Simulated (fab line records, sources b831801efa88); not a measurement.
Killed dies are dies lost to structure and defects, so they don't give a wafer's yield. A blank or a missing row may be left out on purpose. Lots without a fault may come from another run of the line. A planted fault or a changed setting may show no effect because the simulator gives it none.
Which tool did it? | flow sky130 | 10 lots, 30 wafers sampled, at 4 steps of a route of 708

WHAT THE GAUGES READ, wafer by wafer
SKY_DNWELL_TW_MEAS_09.
lot  | measured    | on            | DNWELL_TW
L567 | day 3 12:21 | film_metro-01 | 1121 1121 1115
L571 | day 4 07:17 | film_metro-01 | 1139 1143 1139
L575 | day 5 04:02 | film_metro-01 | 1121 1123 1121
L576 | day 5 11:32 | film_metro-03 | 1102 1100 1103
L577 | day 5 13:48 | film_metro-04 | 1122 1126 1117
L584 | day 7 04:09 | film_metro-01 | 1121 1123 1119
L586 | day 7 21:23 | film_metro-01 | 1118 1121 1116
L587 | day 8 02:44 | film_metro-01 | 1120 1127 1125
L588 | day 8 03:41 | film_metro-01 | 1122 1120 1136
L589 | day 8 08:35 | film_metro-01 | 1122 1116 1120

SKY_VT_ADJUST_HVTR_CD_MEAS_07: target cd 380 nm.
lot  | measured     | on        | cd_nm (nm)
L567 | day 9 19:29  | cd_sem-02 | 383.3 382.1 384.5
L571 | day 10 20:33 | cd_sem-02 | 379.4 375.5 380.7
L575 | day 11 22:30 | cd_sem-02 | 382.5 381.0 379.3
L576 | day 12 09:43 | cd_sem-02 | 379.9 381.0 379.1
L577 | day 12 17:24 | cd_sem-02 | 381.9 382.1 378.4
L584 | day 14 21:06 | cd_sem-01 | 379.0 376.9 379.4
L586 | day 15 19:50 | cd_sem-01 | 376.7 378.5 377.8
L587 | day 16 02:47 | cd_sem-02 | 378.0 378.1 377.3
L588 | day 16 04:29 | cd_sem-02 | 370.8 373.9 374.5
L589 | day 16 08:09 | cd_sem-01 | 377.7 376.3 376.7

SKY_POLY_GATE_THK_MEAS_01.
lot  | measured     | on            | POLY_GATE_CVD_00_THK (nm)
L567 | day 14 09:11 | film_metro-03 | 181.1 181.6 181.2
L571 | day 15 10:14 | film_metro-03 | 180.2 180.0 180.0
L575 | day 16 22:36 | film_metro-01 | 156.8 157.2 156.1 156.7 157.2 156.2
L576 | day 17 10:18 | film_metro-01 | 157.8 157.1 156.9 158.0 157.2 157.0
L577 | day 17 17:16 | film_metro-02 | 154.1 154.9 155.5 154.4 154.9 155.4
L584 | day 20 09:23 | film_metro-01 | 178.2 176.8 177.1
L586 | day 21 05:44 | film_metro-02 | 178.2 178.2 179.9
L587 | day 21 12:44 | film_metro-02 | 176.7 177.3 176.6
L588 | day 21 15:35 | film_metro-02 | 178.7 178.5 179.0
L589 | day 21 20:50 | film_metro-01 | 177.4 180.2 178.6

WHICH TOOL RAN EACH LOT (tool, then ch and the chambers of the sampled wafers, then the start)
lot  | SKY_POLY_GATE_CVD_00
L567 | lpcvd-01 ch 0, day 14 07:58
L571 | lpcvd-01 ch 0, day 15 09:02
L575 | lpcvd-01 ch 0, day 16 21:23
L576 | lpcvd-01 ch 1, day 17 08:30
L577 | lpcvd-01 ch 1, day 17 16:04
L584 | lpcvd-01 ch 1, day 20 07:34
L586 | lpcvd-01 ch 0, day 21 03:56
L587 | lpcvd-01 ch 0, day 21 10:56
L588 | lpcvd-01 ch 1, day 21 13:47
L589 | lpcvd-01 ch 0, day 21 19:01
- SKY_POLY_GATE_CVD_00: deposits poly-Si, target thk 180 nm, time 720 s.

WHAT THE TOOLS THEMSELVES READ (means of the sampled wafers that have a number; where no wafer has one, the mark that the record gives instead)
SKY_POLY_GATE_CVD_00.
lot  | tool     | spike_tc_bottom_C (C) | spike_tc_centre_C (C) | spike_tc_lower_C (C) | spike_tc_top_C (C) | spike_tc_upper_C (C)
L567 | lpcvd-01 | 639.4                 | 621.4                 | 620.9                | 635.0              | 621.1
L571 | lpcvd-01 | 640.7                 | 620.1                 | 621.4                | 635.1              | 621.3
L575 | lpcvd-01 | 633.4                 | 614.8                 | 615.8                | 629.0              | 616.6
L576 | lpcvd-01 | 633.2                 | 616.9                 | 615.0                | 631.2              | 613.8
L577 | lpcvd-01 | 632.4                 | 616.3                 | 615.6                | 632.6              | 613.2
L584 | lpcvd-01 | 639.1                 | 622.0                 | 621.5                | 637.5              | 619.6
L586 | lpcvd-01 | 639.4                 | 620.9                 | 621.8                | 635.6              | 621.5
L587 | lpcvd-01 | 639.9                 | 621.8                 | 621.5                | 635.2              | 621.9
L588 | lpcvd-01 | 638.5                 | 623.2                 | 622.0                | 638.0              | 619.1
L589 | lpcvd-01 | 640.1                 | 621.2                 | 621.7                | 634.7              | 621.1

THE ANSWER, worked out from the rows above alone
Rule: what is usual is taken from the lots themselves. Put in order of their means at a reading, lots are off if they are a third of the lots or fewer, leave a main group of 4 or more, and stand apart from it by a gap of 3 or more times the standard deviation of the main group's means; of several such gaps the widest counts. A main group whose means are all the same, to the digits that the tables above print for the reading, isn't used. A lot without any number at a reading at which 4 lots or more have one is off too. The other lots that the step has rows for count as sound. The gauges are gone through in route order, then the tools' own readings, and for those a lot's mean is taken as printed above. The first step at which some lot is off is used, and at that step the reading that is off furthest; a lot without a number counts as furthest.
Off: L575, L576, L577, at SKY_POLY_GATE_THK_MEAS_01 (POLY_GATE_CVD_00_THK). The main group: mean 178.8 nm, standard deviation 1.4.
A tool fits if, at a process step before that reading, it ran every lot that is off, and no sound lot after the first of them. The gauges at SKY_POLY_GATE_THK_MEAS_01 aren't tried: what is off there is off at SKY_POLY_GATE_CVD_00 too, on other tools, and a gauge's error can't cause that. None of those tried fits.

WHAT THE SIMULATOR HAD PUT IN
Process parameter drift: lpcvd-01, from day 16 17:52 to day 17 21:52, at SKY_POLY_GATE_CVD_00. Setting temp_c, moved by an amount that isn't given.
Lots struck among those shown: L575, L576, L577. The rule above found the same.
